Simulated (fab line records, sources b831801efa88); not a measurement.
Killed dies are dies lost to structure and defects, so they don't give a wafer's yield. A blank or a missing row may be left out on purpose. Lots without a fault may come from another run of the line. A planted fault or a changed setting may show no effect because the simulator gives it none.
Chamber matching | flow sky130 | SKY_VIA2_ETCH_14 on rie_diel-02: 4 sister chambers
The step etches BARC in N2/H2, stops on SiO2, time 45.9 s, target depth 60 nm. 8 wafers are shown with their chamber, then 7 later ones without.

WAFERS WITH THEIR CHAMBER
wafer  | chamber | drypump_motor_current_A (A) | oes_product_au (a.u.)
L074.1 | 2       | 5.8                         | 0.853
L076.2 | 3       | 5.5                         | 0.853
L076.4 | 2       | 5.7                         | 0.855
L080.3 | 1       | 5.7                         | 0.857
L080.5 | 0       | 6.2                         | 0.854
L080.6 | 1       | 5.7                         | 0.863
L081.1 | 0       | 6.2                         | 0.858
L081.3 | 3       | 5.5                         | 0.860

WAFERS WITHOUT THEIR CHAMBER
wafer  | drypump_motor_current_A (A) | oes_product_au (a.u.)
L081.4 | 5.7                         | 0.867
L087.1 | 5.5                         | 0.855
L087.2 | 5.7                         | 0.854
L087.4 | 5.8                         | 0.848
L094.2 | 5.7                         | 0.854
L094.3 | 6.2                         | 0.851
L094.4 | 5.7                         | 0.865

WHICH CHAMBER EACH WENT THROUGH
wafer  | from the rows above     | in truth
L081.4 | can't be placed: 1 or 2 | 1
L087.1 | 3                       | 3
L087.2 | can't be placed: 2 or 1 | 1
L087.4 | 2                       | 2
L094.2 | can't be placed: 2 or 1 | 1
L094.3 | 0                       | 0
L094.4 | can't be placed: 1 or 2 | 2
Placed correctly: 3 of 7. Can't be placed from these rows: 4 (the true chamber is among the candidates in 4). Placed wrongly: 0.
How it was worked out, from the rows above alone: a wafer's distance from a chamber is the root of the sum, over the readings, of the square of ((its reading less the chamber's mean) divided by the reading's scatter). The wafer belongs to the nearest chamber; if the next one is less than 2 further off, it can't be placed. A chamber's mean is the mean of its shown wafers. The scatter: the root of (the sum of the squares of (reading less its chamber's mean) over the shown wafers, divided by (wafers less chambers)).
